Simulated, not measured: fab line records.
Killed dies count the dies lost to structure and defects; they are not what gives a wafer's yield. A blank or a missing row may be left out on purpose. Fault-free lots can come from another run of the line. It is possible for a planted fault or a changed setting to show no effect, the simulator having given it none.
fab line records	flow sky130
[record] lots = 5	wafers = 15	last_day = 50
route steps=708 shown PASSIVATION@683 PAD_OPEN@694
lots that met no fault: from a run of the same line without faults
start_h: start of the lot's first displayed wafer, in hours after the record's first day	wait_h: hours elapsed since this lot's preceding step	" repeats the value in the row above	L1.1+2: one row covering several wafers at once	- no value, or no start given	* or withheld: withheld	< > ~ a bound
route shown NAME@n: a module of which the file shows steps, and the number in the route of the first	usual: the fault-free wafers' mean and standard deviation	same: alike in all rows	chamber/n: place in a boat	sites: per-site readings	_std_site: the standard deviation of these	_edge_site: the outer-site mean with the inner-site mean subtracted	radius_mm: for every site, how far away it sits from the centre of the wafer	mask NAME#n: copy n	behind: tool/chamber where the wafer was last shaped	hold: reason for holding the lot/hours on hold/outcome of the hold	device: names the non-switching transistor (n, p or np)	end of line: tests of these same wafers at the route's end	a step with no rows: only its recipe	killed: count of dies lost to structure and defects at first sort (not the wafer's yield)	map: the dies of a wafer, with x for killed, . for not killed, _ for no die there
set.NAME: the run value of the setting; set.NAME@STEP: its run value at that earlier step	model.NAME: the simulator's own value behind a step, which no gauge read
certain route steps with their lots: each step a table, each wafer a row
services: the hour from which a tool's chamber was out of use, counted from the record's first day as start_h (under 0 if before that day), plus the number of hours and why
[[steps]]
[step SKY_PASSIVATION_CVD_02]
[recipe] material = Si3N4	target_thk_nm = 540	temp_c = 400	time_s = withheld	rf_w = 450
[usual] heater_power_w = 735/76
lot.wafer	tool	chamber	start_h	wait_h	heater_power_w
L074.2	pecvd-04	0	1017.07	0.0	673
L074.3	"	0	"	"	685
L074.6	"	0	"	"	720
L084.1	pecvd-03	2	1095.97	0.1	820
L084.3	"	1	"	"	569
L084.6	"	2	"	"	849
L088.1	pecvd-04	0	1113.40	0.1	752
L088.5	"	2	"	"	586
L088.6	"	0	"	"	612
L090.1	pecvd-01	1	1131.52	0.1	869
L090.2	"	2	"	"	774
L090.3	"	0	"	"	756
L094.2	pecvd-01	0	1158.76	0.0	730
L094.4	"	1	"	"	782
L094.6	"	2	"	"	777
[step SKY_PASSIVATION_THK_MEAS_03]
[recipe] reads = Si3N4_of_PASSIVATION_CVD_02
[usual] PASSIVATION_CVD_02_THK = 541/6.7
lot.wafer	tool	chamber	start_h	wait_h	PASSIVATION_CVD_02_THK[nm]
L074.2	film_metro-01	-	1017.42	-	539
L074.3	"	-	"	"	543
L074.6	"	-	"	"	542
L084.1	film_metro-04	-	1096.19	-	535
L084.3	"	-	"	"	538
L084.6	"	-	"	"	545
L088.1	film_metro-01	-	1113.74	-	537
L088.5	"	-	"	"	547
L088.6	"	-	"	"	540
L090.1	film_metro-02	-	1131.74	-	528
L090.2	"	-	"	"	530
L090.3	"	-	"	"	528
L094.2	film_metro-04	-	1159.00	-	540
L094.4	"	-	"	"	542
L094.6	"	-	"	"	547
[step SKY_PASSIVATION_DEHYDRATE_04]
[recipe] temp_c = 200	time_s = 60
lot.wafer	tool	chamber	start_h	wait_h
L074.2+3+6	litho_track-01	0	1028.45	11.0
L084.1+3+6	litho_track-03	0	1104.99	8.8
L088.1+5+6	litho_track-02	0	1123.02	9.3
L090.1+2+3	litho_track-01	0	1140.78	9.0
L094.2+4+6	litho_track-02	0	1166.70	7.7
[step SKY_PASSIVATION_HMDS_05]
[recipe] prime_time_s = 60	prime_temp_c = 120
lot.wafer	tool	chamber	start_h	wait_h
L074.2+3+6	litho_track-01	0	1028.60	0.1
L084.1+3+6	litho_track-03	0	1105.14	0.1
L088.1+5+6	litho_track-02	0	1123.17	0.1
L090.1+2+3	litho_track-01	0	1140.93	0.1
L094.2+4+6	litho_track-02	0	1166.85	0.1
[step SKY_PASSIVATION_COAT_06]
[recipe] spin_rpm = 2000	resist_thk_nm = 3000
lot.wafer	tool	chamber	start_h	wait_h
L074.2+3+6	litho_track-01	0	1028.75	0.1
L084.1+3+6	litho_track-03	0	1105.29	0.1
L088.1+5+6	litho_track-02	0	1123.32	0.1
L090.1+2+3	litho_track-01	0	1141.08	0.1
L094.2+4+6	litho_track-02	0	1167.00	0.1
[step SKY_PASSIVATION_SOFTBAKE_07]
[recipe] temp_c = 110	time_s = withheld
lot.wafer	tool	chamber	start_h	wait_h
L074.2+3+6	litho_track-01	0	1028.91	0.1
L084.1+3+6	litho_track-03	0	1105.44	0.1
L088.1+5+6	litho_track-02	0	1123.47	0.1
L090.1+2+3	litho_track-01	0	1141.23	0.1
L094.2+4+6	litho_track-02	0	1167.15	0.1
[step SKY_PASSIVATION_EXPOSE_08]
[recipe] mask_id = NSM	target_cd_nm = 3000	na = 0.57	dose_mj = 260
[usual] stage_vel_mm_s = 500.04/0.27
lot.wafer	tool	chamber	start_h	wait_h	mask	stage_vel_mm_s
L074.2	iline_stepper-01	0	-	-	NSM#0	499.83
L074.3	"	0	"	"	NSM#0	500.30
L074.6	"	0	"	"	NSM#0	500.27
L084.1	iline_stepper-01	0	-	-	NSM#0	499.99
L084.3	"	0	"	"	NSM#0	499.81
L084.6	"	0	"	"	NSM#0	499.89
L088.1	iline_stepper-01	0	-	-	NSM#0	500.07
L088.5	"	0	"	"	NSM#0	500.02
L088.6	"	0	"	"	NSM#0	499.70
L090.1	iline_stepper-01	0	-	-	NSM#0	500.22
L090.2	"	0	"	"	NSM#0	500.18
L090.3	"	0	"	"	NSM#0	499.86
L094.2	iline_stepper-02	0	-	-	NSM#0	500.08
L094.4	"	0	"	"	NSM#0	500.27
L094.6	"	0	"	"	NSM#0	499.93
[step SKY_PASSIVATION_PEB_09]
[recipe] temp_c = 115	time_s = withheld
lot.wafer	tool	chamber	start_h	wait_h
L074.2+3+6	litho_track-03	0	-	-
L084.1+3+6	litho_track-01	0	-	-
L088.1+5+6	litho_track-02	0	-	-
L090.1+2+3	litho_track-01	0	-	-
L094.2+4+6	litho_track-01	0	-	-
[step SKY_PASSIVATION_DEVELOP_10]
[recipe] develop_time_s = 60	dev_temp_c = 23
lot.wafer	tool	chamber	start_h	wait_h
L074.2+3+6	litho_track-03	0	-	-
L084.1+3+6	litho_track-01	0	-	-
L088.1+5+6	litho_track-02	0	-	-
L090.1+2+3	litho_track-01	0	-	-
L094.2+4+6	litho_track-01	0	-	-
[step SKY_PASSIVATION_ETCH_11]
[recipe] chemistry = CF4/O2	target_depth_nm = 725	stop_on = AlCu	source_w = 800	bias_w = 150	pressure_mtorr = 150	cf4_flow_sccm = 80	O2_flow_sccm = 10	time_s = 161.1
[usual] cf4_flow_sccm = 80.02/0.24	drypump_motor_current_A = 5.7/0.48	oes_product_au = 0.978/0.0067	throttle_valve_pct = 5.964/0.0084
lot.wafer	tool	chamber	start_h	wait_h	cf4_flow_sccm	drypump_motor_current_A	oes_product_au	rf_hours_counter_h	throttle_valve_pct
L074.2	rie_diel-03	1	1040.03	-	79.87	4.7	0.975	8	5.963
L074.3	"	2	"	"	79.77	5.7	0.983	19	5.964
L074.6	"	3	"	"	80.45	5.3	0.984	-	5.979
L084.1	rie_diel-01	2	1116.07	-	79.90	6.0	0.967	15	5.965
L084.3	"	3	"	"	79.76	5.4	0.973	21	5.959
L084.6	"	3	"	"	80.16	5.4	0.987	-	5.959
L088.1	rie_diel-02	1	1133.62	-	79.74	6.0	0.971	14	5.960
L088.5	"	1	"	"	79.55	6.0	0.983	-	5.978
L088.6	"	2	"	"	80.22	5.7	0.990	-	5.975
L090.1	rie_diel-03	2	1150.33	-	79.86	5.7	0.967	23	5.953
L090.2	"	1	"	"	80.20	4.7	0.968	12	5.962
L090.3	"	3	"	"	80.05	5.4	0.966	16	5.964
L094.2	rie_diel-02	3	1175.88	-	80.47	6.6	0.977	20	5.969
L094.4	"	2	"	"	80.14	5.6	0.973	24	5.975
L094.6	"	0	"	"	79.93	6.0	0.983	-	5.964
[step SKY_PASSIVATION_STRIP_12]
[recipe] chemistry = O2/N2	power_w = 1400	pressure_mtorr = 1500	platen_temp_c = withheld	overash_fraction = 0.7	o2_flow_sccm = 3000	n2_flow_sccm = 300
[usual] drypump_motor_current_A = 5.52/0.19	o2_flow_sccm = 2999/8.4	oes_product_au = 0.660/0.0047	strip_time_to_endpoint_s = 31.55/0.13
lot.wafer	tool	chamber	start_h	wait_h	drypump_motor_current_A	o2_flow_sccm	oes_product_au	rf_hours_counter_h	strip_time_to_endpoint_s
L074.2	plasma_asher-03	1	1040.14	0.1	5.72	3005	0.655	63	31.33
L074.3	"	0	"	"	5.59	2995	0.663	-	31.37
L074.6	"	0	"	"	5.59	2989	0.663	-	31.38
L084.1	plasma_asher-02	1	1116.18	0.1	5.67	3001	0.657	39	31.77
L084.3	"	0	"	"	5.31	2994	0.655	-	31.67
L084.6	"	0	"	"	5.34	3007	0.661	-	31.74
L088.1	plasma_asher-02	0	1133.73	0.1	5.35	2993	0.661	41	31.49
L088.5	"	0	"	"	5.34	2993	0.657	-	31.59
L088.6	"	1	"	"	5.70	2982	0.655	-	31.42
L090.1	plasma_asher-02	1	1150.43	0.1	5.69	2996	0.656	42	31.57
L090.2	"	0	"	"	5.31	3001	0.654	42	31.81
L090.3	"	1	"	"	5.67	2995	0.657	-	31.77
L094.2	plasma_asher-02	0	1175.98	0.1	5.34	2994	0.668	45	31.43
L094.4	"	1	"	"	5.68	3023	0.661	-	31.24
L094.6	"	0	"	"	5.33	2991	0.653	-	31.45
[step SKY_PAD_OPEN_DEHYDRATE_00]
[recipe] temp_c = 200	time_s = 60
lot.wafer	tool	chamber	start_h	wait_h
L074.2+3+6	litho_track-04	0	1050.58	10.4
L084.1+3+6	litho_track-04	0	1124.91	8.7
L088.1+5+6	litho_track-03	0	1142.34	8.6
L090.1+2+3	litho_track-02	0	1158.47	8.0
L094.2+4+6	litho_track-03	0	1183.51	7.5
[step SKY_PAD_OPEN_HMDS_01]
[recipe] prime_time_s = 60	prime_temp_c = 120
lot.wafer	tool	chamber	start_h	wait_h
L074.2+3+6	litho_track-04	0	1050.73	0.1
L084.1+3+6	litho_track-04	0	1125.06	0.1
L088.1+5+6	litho_track-03	0	1142.49	0.1
L090.1+2+3	litho_track-02	0	1158.62	0.1
L094.2+4+6	litho_track-03	0	1183.66	0.1
[step SKY_PAD_OPEN_COAT_02]
[recipe] spin_rpm = 2000	resist_thk_nm = 3000
lot.wafer	tool	chamber	start_h	wait_h
L074.2+3+6	litho_track-04	0	1050.88	0.1
L084.1+3+6	litho_track-04	0	1125.21	0.1
L088.1+5+6	litho_track-03	0	1142.64	0.1
L090.1+2+3	litho_track-02	0	1158.77	0.1
L094.2+4+6	litho_track-03	0	1183.81	0.1
[step SKY_PAD_OPEN_SOFTBAKE_03]
[recipe] temp_c = 110	time_s = withheld
lot.wafer	tool	chamber	start_h	wait_h
L074.2+3+6	litho_track-04	0	1051.04	0.1
L084.1+3+6	litho_track-04	0	1125.36	0.1
L088.1+5+6	litho_track-03	0	1142.79	0.1
L090.1+2+3	litho_track-02	0	1158.92	0.1
L094.2+4+6	litho_track-03	0	1183.97	0.1
[step SKY_PAD_OPEN_EXPOSE_04]
[recipe] mask_id = PDM	target_cd_nm = 60000	na = 0.57	dose_mj = 260
[usual] stage_vel_mm_s = 500.00/0.23
lot.wafer	tool	chamber	start_h	wait_h	mask	stage_vel_mm_s
L074.2	iline_stepper-01	0	-	-	PDM#0	499.99
L074.3	"	0	"	"	PDM#0	500.09
L074.6	"	0	"	"	PDM#0	499.90
L084.1	iline_stepper-01	0	-	-	PDM#0	499.82
L084.3	"	0	"	"	PDM#0	499.85
L084.6	"	0	"	"	PDM#0	500.07
L088.1	iline_stepper-02	0	-	-	PDM#0	500.00
L088.5	"	0	"	"	PDM#0	500.31
L088.6	"	0	"	"	PDM#0	499.82
L090.1	iline_stepper-02	0	-	-	PDM#0	500.35
L090.2	"	0	"	"	PDM#0	499.96
L090.3	"	0	"	"	PDM#0	499.97
L094.2	iline_stepper-01	0	-	-	PDM#0	499.69
L094.4	"	0	"	"	PDM#0	499.59
L094.6	"	0	"	"	PDM#0	499.81
[step SKY_PAD_OPEN_PEB_05]
[recipe] temp_c = 115	time_s = withheld
lot.wafer	tool	chamber	start_h	wait_h
L074.2+3+6	litho_track-04	0	-	-
L084.1+3+6	litho_track-04	0	-	-
L088.1+5+6	litho_track-04	0	-	-
L090.1+2+3	litho_track-02	0	-	-
L094.2+4+6	litho_track-04	0	-	-
[step SKY_PAD_OPEN_DEVELOP_06]
[recipe] develop_time_s = 60	dev_temp_c = 23
lot.wafer	tool	chamber	start_h	wait_h
L074.2+3+6	litho_track-04	0	-	-
L084.1+3+6	litho_track-04	0	-	-
L088.1+5+6	litho_track-04	0	-	-
L090.1+2+3	litho_track-02	0	-	-
L094.2+4+6	litho_track-04	0	-	-
[step SKY_PAD_OPEN_ETCH_07]
[recipe] chemistry = CF4/O2	target_depth_nm = 725	stop_on = AlCu	source_w = 800	bias_w = 150	pressure_mtorr = 150	cf4_flow_sccm = 80	O2_flow_sccm = 10	time_s = 161.1
[usual] cf4_flow_sccm = 79.99/0.22	drypump_motor_current_A = 5.8/0.51	oes_product_au = 0.978/0.0066	throttle_valve_pct = 5.965/0.0096
lot.wafer	tool	chamber	start_h	wait_h	cf4_flow_sccm	drypump_motor_current_A	oes_product_au	rf_hours_counter_h	throttle_valve_pct
L074.2	rie_diel-03	0	1061.46	-	80.13	6.2	0.983	18	5.945
L074.3	"	3	"	"	79.94	5.4	0.984	13	5.975
L074.6	"	1	"	"	80.06	4.7	0.973	-	5.953
L084.1	rie_diel-02	2	1135.31	-	80.49	5.7	0.968	22	5.954
L084.3	"	1	"	"	80.30	6.0	0.968	15	5.987
L084.6	"	1	"	"	79.83	6.0	0.973	-	5.956
L088.1	rie_diel-03	0	1151.26	-	79.75	6.3	0.977	22	5.959
L088.5	"	3	"	"	80.05	5.3	0.977	-	5.967
L088.6	"	2	"	"	80.40	5.8	0.974	-	5.979
L090.1	rie_diel-03	2	1167.67	-	80.46	5.8	0.970	23	5.959
L090.2	"	3	"	"	80.00	5.4	0.969	17	5.960
L090.3	"	1	"	"	79.94	4.7	0.969	12	5.969
L094.2	rie_diel-03	1	1192.76	-	80.32	4.7	0.975	13	5.966
L094.4	"	2	"	"	79.85	5.7	0.984	24	5.946
L094.6	"	1	"	"	80.29	4.7	0.983	-	5.971
[[services]]
tool	chamber	start_h	hours	kind
rie_diel-01	0	999.86	12.3	repair
pecvd-03	-	1001.78	14.6	pm
rie_diel-01	2	1007.87	2.7	repair
rie_diel-01	1	1017.56	2.5	repair
pecvd-01	2	1022.87	8.4	repair
rie_diel-02	2	1032.02	5.8	repair
rie_diel-03	2	1040.24	4.1	repair
plasma_asher-02	-	1065.97	2.8	repair
rie_diel-03	-	1067.51	4.0	pm
iline_stepper-01	-	1068.95	1.7	pm
iline_stepper-02	-	1070.62	1.7	pm
iline_stepper-02	-	1106.68	4.5	repair
plasma_asher-02	-	1110.92	3.7	repair
rie_diel-03	1	1113.73	13.3	repair
rie_diel-01	0	1115.00	4.3	repair
pecvd-04	-	1131.09	1.5	repair
pecvd-04	-	1131.97	0.7	repair
pecvd-04	-	1142.15	1.4	repair
pecvd-03	-	1143.27	1.3	repair
iline_stepper-02	0	1144.41	-	calibration
iline_stepper-01	0	1157.29	-	calibration
rie_diel-03	2	1163.18	1.5	repair
pecvd-03	-	1173.08	1.5	repair
pecvd-01	0	1179.54	10.2	repair
[[key]]
fault none
